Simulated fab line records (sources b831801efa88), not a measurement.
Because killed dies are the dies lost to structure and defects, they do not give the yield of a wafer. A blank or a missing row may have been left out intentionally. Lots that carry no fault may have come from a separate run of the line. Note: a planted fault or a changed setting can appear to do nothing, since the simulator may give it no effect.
Which tool did it?	flow gf180mcu	21 wafers from 7 lots sampled at 2 of the route's 602 steps

== WHAT THE GAUGES SHOWED, per wafer ==
GF_M1_RS_MEAS_05: uses a four-point probe to measure.
lot	measured	on	M1_ALCU_RS (ohm/sq)
L296	day 16 14:59	film metro-02	0.0697 0.0692 0.0688
L299	day 17 14:08	film metro-04	0.0699 0.0699 0.0699
L301	day 18 09:36	film metro-04	0.0692 0.0698 0.0700
L305	day 20 05:26	film metro-03	0.0691 0.0693 0.0690
L310	day 21 18:59	film metro-03	0.0696 0.0702 0.0695
L314	day 23 01:14	film metro-04	0.0356 0.0355 0.0356 0.0357 0.0356 0.0355
L316	day 23 17:47	film metro-04	0.0358 0.0360 0.0358 0.0359 0.0361 0.0358

== WHICH TOOL RAN EACH LOT (tool, then ch and the chambers of the sampled wafers, then the start) ==
lot	GF_M1_SPUTTER_02
L296	pvd sputter-03, day 16 14:52
L299	pvd sputter-02, day 17 14:02
L301	pvd sputter-02, day 18 09:31
L305	pvd sputter-02, day 20 05:20
L310	pvd sputter-02, day 21 18:52
L314	pvd sputter-02, day 23 01:07
L316	pvd sputter-02, day 23 17:41
- GF_M1_SPUTTER_02: material AlCu, target thk 450 nm, time 23.9 s.

== THE ANSWER, worked out from the rows above alone ==
Rule: the lots themselves supply what counts as usual. Put in order of their means at a reading, lots are off if they are a third of the lots or fewer, leave a main group of 4 or more, and stand apart from it by a gap of 3 or more times the standard deviation of the main group's means; of several such gaps the widest counts. A main group is skipped when, at the precision printed for the reading in the tables above, its means are all equal. A lot without any number at a reading at which 4 lots or more have one is off too. Any other lot the step has rows for is counted as sound.
Off: L314, L316, seen at GF_M1_RS_MEAS_05 (M1_ALCU_RS). The main group: mean 0.0695 ohm/sq, standard deviation 0.0003.
If a tool, at a process step before that reading, ran all the lots that are off and no sound lot after the first of them, it fits. The gauges at GF_M1_RS_MEAS_05 are tried like those tools. This does not decide it: 2 tools fit, namely pvd sputter-02 at GF_M1_SPUTTER_02 and film metro-04 at GF_M1_RS_MEAS_05.

== WHAT THE SIMULATOR HAD PUT IN ==
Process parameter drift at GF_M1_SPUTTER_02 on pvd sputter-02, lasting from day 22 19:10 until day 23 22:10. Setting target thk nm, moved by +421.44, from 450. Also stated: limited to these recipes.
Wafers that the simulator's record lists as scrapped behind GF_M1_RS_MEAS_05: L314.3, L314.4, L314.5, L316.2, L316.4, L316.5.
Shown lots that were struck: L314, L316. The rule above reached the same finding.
